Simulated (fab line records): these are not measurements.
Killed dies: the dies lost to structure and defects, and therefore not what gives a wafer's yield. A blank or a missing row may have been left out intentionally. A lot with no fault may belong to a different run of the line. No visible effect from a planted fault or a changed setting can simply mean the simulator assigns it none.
A single fault, viewed from 2 desks | flow sky130 | each desk holds nothing but its own numbers, with what lay behind them at the end

AT THE TOOL OWNER'S DESK: plasma_asher-01
The tool's own readings at SKY_NWELL_STRIP_14 (strips in O2/N2): means of the sampled wafers that have a number, for each lot that ran on this tool. Any lot whose mean is over 4 standard deviations away from the usual mean is out of limits and marked OUT; that distance is given in the brackets.
Columns: A = drypump_motor_current_A at SKY_NWELL_STRIP_14, usual 5.8 A; B = oes_product_au at SKY_NWELL_STRIP_14, usual 0.723 a.u.; C = strip_time_to_endpoint_s at SKY_NWELL_STRIP_14, usual 36.86 s
lot  | first seen here | A   | B               | C
L205 | day 5 12:58     | 5.9 | 0.720           | 36.76
L208 | day 6 04:17     | 5.5 | 0.720           | 36.93
L209 | day 6 11:43     | 5.0 | 0.728           | 36.88
L210 | day 6 22:07     | 5.5 | 0.723           | 36.86
L216 | day 8 10:17     | 5.9 | 0.921 (+45) OUT | -
This desk's verdict: out of limits on L216, starting with L216 at day 8 10:17 (oes_product_au at SKY_NWELL_STRIP_14). L205, L208, L209, L210: within limits.

METROLOGY DESK
What the gauges read for every lot (on any tool): the sampled wafers with a number, averaged. Any lot whose mean is over 4 standard deviations away from the usual mean is out of limits and marked OUT; that distance is given in the brackets.
Columns: A = FIELD_ISO_OXIDATION_00_THK at SKY_FIELD_ISO_THK_MEAS_02, usual 11.97 nm; B = NWELL_2_TW at SKY_NWELL_TW_MEAS_26, usual 493.5; C = VT_ADJUST_LVTN_2_TW at SKY_VT_ADJUST_LVTN_TW_MEAS_21, usual 187.6
lot  | first seen here | A     | B                      | C
L201 | day 1 11:38     | 12.30 | 495.1                  | 188.2
L202 | day 1 16:58     | 11.39 | 492.7                  | 188.9
L203 | day 1 21:38     | 12.01 | 491.1                  | 188.9
L204 | day 2 03:19     | 11.95 | 492.6                  | 187.3
L205 | day 2 08:46     | 11.98 | 493.2                  | 187.1
L207 | day 2 18:25     | 12.26 | 492.9                  | 188.5
L208 | day 2 22:53     | 12.20 | 496.2                  | 188.3
L209 | day 3 04:14     | 11.65 | 492.7                  | 185.6
L210 | day 3 08:49     | 11.96 | 491.3                  | 185.3
L211 | day 3 13:38     | 12.37 | 494.7                  | 186.4
L216 | day 4 17:17     | 11.72 | 30.1 (-99 or more) OUT | 188.2
L222 | day 5 20:39     | 11.64 | 495.6                  | 188.4
L223 | day 6 02:29     | 12.02 | 493.0                  | 188.4
This desk reports L216 out of limits; the earliest was L216 at day 9 07:53 (NWELL_2_TW at SKY_NWELL_TW_MEAS_26). L201, L202, L203, L204, L205, L207, L208, L209, L210, L211, L222, L223: within limits.

ALL TOGETHER
On L216, at day 8 10:17, an alarm was possible from the tool owner's desk.
On L216, the metrology desk was in a position to raise an alarm at day 9 07:53.
The lots listed all ran SKY_NWELL_STRIP_14 on plasma_asher-01.

WHAT THE SIMULATOR HAD PUT IN
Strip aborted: plasma_asher-01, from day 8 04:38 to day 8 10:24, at SKY_NWELL_STRIP_14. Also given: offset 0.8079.
Shown lots that were struck: L216.
Time in hours from fault onset to the first out-of-limits reading at each desk: tool owner's desk 6, metrology desk 27.
